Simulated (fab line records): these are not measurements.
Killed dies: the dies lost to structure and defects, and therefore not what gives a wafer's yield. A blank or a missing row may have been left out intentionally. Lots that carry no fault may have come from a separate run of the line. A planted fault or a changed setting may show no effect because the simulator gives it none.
One fault seen from 2 desks + flow sky130 + every desk sees just its own numbers, and what lay behind them comes last

METROLOGY DESK
Lot by lot, what the gauges showed, no matter which tool ran the lot: averages of those sampled wafers that carry a number. If a lot's mean is further than 4 standard deviations from the usual mean, the lot is out of limits and carries the mark OUT (the distance appears in the brackets).
Columns: A = VIA1_HDPCVD_THK at SKY_VIA1_THK_MEAS_01, usual 1027 nm; B = VIA1_BOW at SKY_VIA1_BOW_MEAS_03, usual 83 um; C = cd nm at SKY_VIA1_CD_MEAS_12, usual 150.2 nm; D = VIA1_OVL at SKY_VIA1_OVL_MEAS_13, usual 0 nm
| lot  | first seen here | A    | B  | C     | D  |
|------|-----------------|------|----|-------|----|
| L762 | day 34 02:07    | 1024 | 81 | 149.5 | 6  |
| L764 | day 34 19:28    | 1031 | 79 | 149.4 | -4 |
| L769 | day 36 14:33    | 1032 | 82 | 149.5 | -2 |
| L770 | day 36 19:13    | 1022 | 85 | 150.3 | 6  |
| L774 | day 38 02:45    | 1021 | 74 | 150.4 | 2  |
| L776 | day 38 05:49    | 1027 | 82 | 150.5 | -3 |
This desk found nothing out of limits on any of the 6 lots.

DESK OF THE TOOL OWNER: litho track-04
The tool's own readings at SKY_VIA1_SOFTBAKE_08 (time 90 s): means of the sampled wafers that have a number, for each lot that ran on this tool. If a lot's mean is further than 4 standard deviations from the usual mean, the lot is out of limits and carries the mark OUT (the distance appears in the brackets).
Columns: A = heater power total W at SKY_VIA1_SOFTBAKE_08, usual 57.36 W; B = plate temp C at SKY_VIA1_SOFTBAKE_08, usual 99.98 C
| lot  | first seen here | A               | B               |
|------|-----------------|-----------------|-----------------|
| L762 | day 34 15:00    | 57.26           | 99.87           |
| L769 | day 37 03:00    | 54.27 (-26) OUT | 96.08 (-35) OUT |
| L770 | day 37 08:00    | 54.28 (-26) OUT | 96.01 (-36) OUT |
This desk finds L769, L770 out of limits, L769 being first, at day 37 03:00 (heater power total W at SKY_VIA1_SOFTBAKE_08). In limits: L762.

PUT TOGETHER
On L769, L770, at day 37 03:00, an alarm was possible from the tool owner's desk.
The metrology desk saw nothing out of limits.
The metrology desk holds a record of L769, L770, inside its limits.
Of the lots named, all ran SKY_VIA1_SOFTBAKE_08 on litho track-04.

WHAT THE SIMULATOR HAD INSERTED
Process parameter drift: litho track-04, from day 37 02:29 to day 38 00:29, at SKY_VIA1_SOFTBAKE_08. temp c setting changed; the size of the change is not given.
Shown lots that were struck: L769, L770.
Each desk's first reading out of limits, in hours after the fault started: the tool owner's desk, 1.
